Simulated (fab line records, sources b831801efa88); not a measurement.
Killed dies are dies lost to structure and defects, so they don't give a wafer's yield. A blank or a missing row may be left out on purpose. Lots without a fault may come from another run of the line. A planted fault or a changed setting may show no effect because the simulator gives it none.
Which tool did it? | flow sfq_line | 14 lots, 41 wafers sampled, at 4 steps of a route of 325

WHAT THE GAUGES READ, wafer by wafer
SFQ_JJ_RS_MEAS_929: measures by four-point-probe.
lot  | measured     | on            | JJ_NB_RS (ohm/sq)
L827 | day 47 23:34 | film_metro-01 | 1.038 1.030 1.055
L828 | day 48 11:41 | film_metro-01 | 1.029 1.039 1.037
L829 | day 49 06:56 | film_metro-04 | 1.025 1.041 1.050
L830 | day 50 08:05 | film_metro-02 | 1.074 1.054 1.043
L831 | day 50 15:19 | film_metro-04 | 1.042 1.057 1.045
L832 | day 51 10:29 | film_metro-02 | 1.028 1.038 1.027
L833 | day 51 16:04 | film_metro-01 | 1.027 1.030 1.036
L834 | day 52 06:17 | film_metro-02 | 1.055 1.042 1.047
L835 | day 52 13:40 | film_metro-04 | 1.038 1.053 1.049
L837 | day 54 18:23 | film_metro-02 | 1.052 1.055 1.066
L838 | day 54 20:48 | film_metro-01 | 1.045 1.042 1.034
L843 | day 55 04:11 | film_metro-02 | 1.674 1.028 1.692
L844 | day 55 08:25 | film_metro-02 | 1.032 1.738
L849 | day 55 14:33 | film_metro-01 | 1.053 1.060 1.040

SFQ_M8_THK_MEAS_950: measures by xrf.
lot  | measured     | on            | M8_AU_THK (nm)
L827 | day 86 04:13 | film_metro-01 | 179.7 180.0 181.1
L828 | day 86 06:37 | film_metro-01 | 180.9 179.3 184.5
L829 | day 86 07:50 | film_metro-04 | 184.9 184.5 184.7
L830 | day 86 11:25 | film_metro-03 | 180.9 183.8 179.8
L831 | day 86 12:37 | film_metro-01 | 180.0 183.2 179.7
L832 | day 86 17:32 | film_metro-03 | 180.3 183.0 184.3
L833 | day 86 18:52 | film_metro-01 | 182.6 182.6 183.3
L834 | day 87 01:07 | film_metro-04 | 184.0 179.8 183.2
L835 | day 87 02:18 | film_metro-03 | 181.8 180.7 183.1
L837 | day 87 14:06 | film_metro-01 | 179.2 180.3 178.7
L838 | day 87 16:35 | film_metro-04 | 182.4 183.0 184.5
L843 | day 91 20:40 | film_metro-01 | 178.5 183.5 179.4
L844 | day 92 01:38 | film_metro-04 | 185.1 182.1
L849 | day 94 23:19 | film_metro-04 | 185.9 182.7 181.5

WHICH TOOL RAN EACH LOT (tool, then ch and the chambers of the sampled wafers, then the start)
lot  | SFQ_TRILAYER_JJ_TRILAYER_DEP_SPUTTER_112 | SFQ_TRILAYER_JJ_CE_ETCH_RIE_118
L827 | pvd_sputter-04, day 47 23:29             | rie_metal-02 ch 0,1, day 53 23:55
L828 | pvd_sputter-03, day 48 11:37             | rie_metal-02 ch 1, day 54 14:20
L829 | pvd_sputter-03, day 49 06:49             | rie_metal-01 ch 0,1, day 55 08:09
L830 | pvd_sputter-04, day 50 08:01             | rie_metal-04 ch 0,1, day 56 00:55
L831 | pvd_sputter-03, day 50 15:13             | rie_metal-02 ch 0,1, day 56 09:19
L832 | pvd_sputter-06, day 51 10:25             | rie_metal-01 ch 0,1, day 56 23:43
L833 | pvd_sputter-06, day 51 15:58             | rie_metal-04 ch 1, day 57 05:51
L834 | pvd_sputter-04, day 52 06:11             | rie_metal-02 ch 0,1, day 57 17:23
L835 | pvd_sputter-06, day 52 13:35             | rie_metal-04 ch 1, day 57 20:59
L837 | pvd_sputter-03, day 54 18:18             | rie_metal-02 ch 0,1, day 59 04:11
L838 | pvd_sputter-04, day 54 20:42             | rie_metal-04 ch 0,1, day 59 05:23
L843 | pvd_sputter-04, day 55 04:06             | rie_metal-01 ch 0, day 59 11:29
L844 | pvd_sputter-04, day 55 08:17             | rie_metal-01 ch 0,1, day 59 12:40
L849 | pvd_sputter-03, day 55 14:28             | rie_metal-02 ch 0,1, day 59 18:35
- SFQ_TRILAYER_JJ_TRILAYER_DEP_SPUTTER_112: material Nb, target thk 170 nm, time 113.3 s.
- SFQ_TRILAYER_JJ_CE_ETCH_RIE_118: chemistry SF6, target Nb, stops on Al2O3, time 97.7 s, target depth 170 nm.

WHAT THE TOOLS THEMSELVES READ (means of the sampled wafers that have a number; where no wafer has one, the mark that the record gives instead)
SFQ_TRILAYER_JJ_TRILAYER_DEP_SPUTTER_112.
lot  | tool           | throttle_valve_pct (%)
L827 | pvd_sputter-04 | 29.7
L828 | pvd_sputter-03 | 30.3
L829 | pvd_sputter-03 | 30.5
L830 | pvd_sputter-04 | 29.7
L831 | pvd_sputter-03 | 30.4
L832 | pvd_sputter-06 | 29.8
L833 | pvd_sputter-06 | 29.7
L834 | pvd_sputter-04 | 29.7
L835 | pvd_sputter-06 | 29.4
L837 | pvd_sputter-03 | 31.4
L838 | pvd_sputter-04 | 29.6
L843 | pvd_sputter-04 | 29.5
L844 | pvd_sputter-04 | 29.9
L849 | pvd_sputter-03 | 30.5

SFQ_TRILAYER_JJ_CE_ETCH_RIE_118.
lot  | tool         | drypump_motor_current_A (A) | oes_product_au (a.u.)
L827 | rie_metal-02 | 6.1                         | 0.993
L828 | rie_metal-02 | 5.9                         | 1.001
L829 | rie_metal-01 | 5.2                         | 0.993
L830 | rie_metal-04 | 6.0                         | 0.979
L831 | rie_metal-02 | 6.2                         | 0.987
L832 | rie_metal-01 | 5.2                         | 0.990
L833 | rie_metal-04 | 5.7                         | 1.004
L834 | rie_metal-02 | 6.2                         | 0.989
L835 | rie_metal-04 | 5.7                         | 0.998
L837 | rie_metal-02 | 6.1                         | 0.990
L838 | rie_metal-04 | 6.0                         | 0.991
L843 | rie_metal-01 | 5.0                         | 0.851
L844 | rie_metal-01 | 5.3                         | 0.875
L849 | rie_metal-02 | 6.2                         | 0.988

THE ANSWER, worked out from the rows above alone
Rule: what is usual is taken from the lots themselves. Put in order of their means at a reading, lots are off if they are a third of the lots or fewer, leave a main group of 4 or more, and stand apart from it by a gap of 3 or more times the standard deviation of the main group's means; of several such gaps the widest counts. A main group whose means are all the same, to the digits that the tables above print for the reading, isn't used. A lot without any number at a reading at which 4 lots or more have one is off too. The other lots that the step has rows for count as sound. The gauges are gone through in route order, then the tools' own readings, and for those a lot's mean is taken as printed above. The first step at which some lot is off is used, and at that step the reading that is off furthest; a lot without a number counts as furthest.
Off: L843, L844, at SFQ_JJ_RS_MEAS_929 (JJ_NB_RS). The main group: mean 1.044 ohm/sq, standard deviation 0.0087.
A tool fits if, at a process step before that reading, it ran every lot that is off, and no sound lot after the first of them. The gauges at SFQ_JJ_RS_MEAS_929 aren't tried: what is off there is off at SFQ_TRILAYER_JJ_CE_ETCH_RIE_118 too, on other tools, and a gauge's error can't cause that. One fits: pvd_sputter-04 at SFQ_TRILAYER_JJ_TRILAYER_DEP_SPUTTER_112. Its last sound lot is L838 (day 54 20:42), its first lot that is off L843 (day 55 04:06): a fault that began between those two fits.

WHAT THE SIMULATOR HAD PUT IN
Process parameter drift: pvd_sputter-04, from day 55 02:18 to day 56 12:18, at SFQ_TRILAYER_JJ_TRILAYER_DEP_SPUTTER_112. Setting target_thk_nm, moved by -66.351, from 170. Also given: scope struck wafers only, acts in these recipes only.
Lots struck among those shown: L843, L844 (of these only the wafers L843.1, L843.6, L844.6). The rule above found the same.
